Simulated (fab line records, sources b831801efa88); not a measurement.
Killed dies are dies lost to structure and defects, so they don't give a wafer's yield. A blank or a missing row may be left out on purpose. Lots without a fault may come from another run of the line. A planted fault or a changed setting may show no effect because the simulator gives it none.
Which tool did it? | flow sky130 | 14 lots, 42 wafers sampled, at 3 steps of a route of 708

WHAT THE GAUGES READ, wafer by wafer
SKY_VT_ADJUST_HVTR_TW_MEAS_11. Usual: VT_ADJUST_HVTR_TW 211.1, standard deviation 1.1.
lot  | measured     | on            | VT_ADJUST_HVTR_TW | flag
L318 | day 9 05:55  | film_metro-02 | 207.9 209.2 209.7 |
L319 | day 9 12:04  | film_metro-01 | 212.0 212.4 211.7 |
L321 | day 10 03:13 | film_metro-02 | 211.0 211.0 210.6 |
L322 | day 10 10:53 | film_metro-02 | 209.5 211.5 210.6 |
L324 | day 11 04:50 | film_metro-02 | 210.7 209.2 209.7 |
L329 | day 12 14:13 | film_metro-04 | 211.4 212.7 212.2 |
L333 | day 14 00:35 | film_metro-04 | 211.2 211.6 212.5 |
L334 | day 14 10:23 | film_metro-02 | 210.5 211.4 211.7 |
L336 | day 15 10:08 | film_metro-02 | 210.5 209.8 210.0 |
L335 | day 15 11:22 | film_metro-02 | 211.8 211.4 210.8 |
L337 | day 15 14:22 | film_metro-04 | 211.0 211.5 211.7 |
L338 | day 15 21:29 | film_metro-01 | 211.7 212.3 210.5 |
L340 | day 16 08:19 | film_metro-02 | 211.3 211.1 209.6 |
L341 | day 16 18:20 | film_metro-01 | 211.8 211.7 212.5 |

SKY_VT_ADJUST_PCH_OVL_MEAS_07. Usual: VT_ADJUST_PCH_OVL 0.1 nm, standard deviation 1.4.
lot  | measured     | on         | VT_ADJUST_PCH_OVL (nm) | flag
L318 | day 10 03:36 | overlay-01 | -1.1 0.9 0.3           |
L319 | day 10 09:22 | overlay-02 | -0.8 -1.7 0.4          |
L321 | day 11 02:10 | overlay-02 | -0.3 -0.8 -1.4         |
L322 | day 11 08:53 | overlay-02 | -2.1 -1.0 -1.5         |
L324 | day 12 03:37 | overlay-02 | -0.3 -0.6 -0.4         |
L329 | day 13 14:49 | overlay-01 | 2.4 -0.8 2.1           |
L333 | day 15 02:49 | overlay-02 | -1.6 0.3 -1.0          |
L334 | day 15 13:16 | overlay-01 | 3.0 3.7 3.2            |
L336 | day 16 13:46 | overlay-01 | 1.7 0.0 2.2            |
L335 | day 16 15:12 | overlay-02 | -2.2 1.5 -0.1          |
L337 | day 16 18:51 | overlay-01 | 1.2 -0.6 0.2           |
L338 | day 17 01:40 | overlay-02 | -0.3 0.8 0.1           |
L340 | day 17 13:28 | overlay-01 | 0.7 1.0 -0.3           |
L341 | day 18 00:19 | overlay-01 | -1.6 -0.9 -0.4         |

SKY_SONOS_TUNNEL_CD_MEAS_07: target cd 410 nm. Usual: cd_nm 409.1 nm, standard deviation 2.3.
lot  | measured     | on        | cd_nm (nm)        | flag
L318 | day 11 02:12 | cd_sem-01 | 410.0 409.5 409.2 |
L319 | day 11 08:15 | cd_sem-02 | 407.8 408.6 409.8 |
L321 | day 12 01:13 | cd_sem-02 | 410.1 406.6 408.6 |
L322 | day 12 08:32 | cd_sem-01 | 408.6 409.0 408.7 |
L324 | day 13 05:00 | cd_sem-01 | 409.7 410.6 411.3 |
L329 | day 14 17:12 | cd_sem-01 | 411.6 410.1 411.9 |
L333 | day 16 06:40 | cd_sem-02 | 406.7 405.9 407.2 |
L334 | day 16 17:44 | cd_sem-01 | 413.1 412.2 414.3 |
L336 | day 17 19:35 | cd_sem-02 | 410.9 411.0 412.4 |
L335 | day 17 21:10 | cd_sem-01 | 410.7 410.9 410.7 |
L337 | day 18 00:43 | cd_sem-02 | 407.0 410.0 407.8 |
L338 | day 18 07:40 | cd_sem-01 | 405.4 406.4 406.0 |
L340 | day 18 19:37 | cd_sem-01 | 406.1 406.4 405.2 |
L341 | day 19 08:46 | cd_sem-02 | 410.4 412.1 409.9 |

WHICH TOOL RAN EACH LOT (tool, then ch and the chambers of the sampled wafers, then the start)
The record holds no process step before these readings.

WHAT THE TOOLS THEMSELVES READ (means of the sampled wafers that have a number; where no wafer has one, the mark that the record gives instead)
The record holds no such reading with a usual standard deviation.

THE ANSWER, worked out from the rows above alone
Rule: a lot is off if the mean of its wafers that have a number lies more than 3 standard deviations from the usual mean. A lot without any number at a reading at which 4 lots or more have one is off too. The other lots that the step has rows for count as sound. The gauges are gone through in route order, then the tools' own readings, and for those a lot's mean is taken as printed above. The first step at which some lot is off is used, and at that step the reading that is off furthest; a lot without a number counts as furthest.
No lot is off at any reading shown: from this, nothing can be told.

WHAT THE SIMULATOR HAD PUT IN
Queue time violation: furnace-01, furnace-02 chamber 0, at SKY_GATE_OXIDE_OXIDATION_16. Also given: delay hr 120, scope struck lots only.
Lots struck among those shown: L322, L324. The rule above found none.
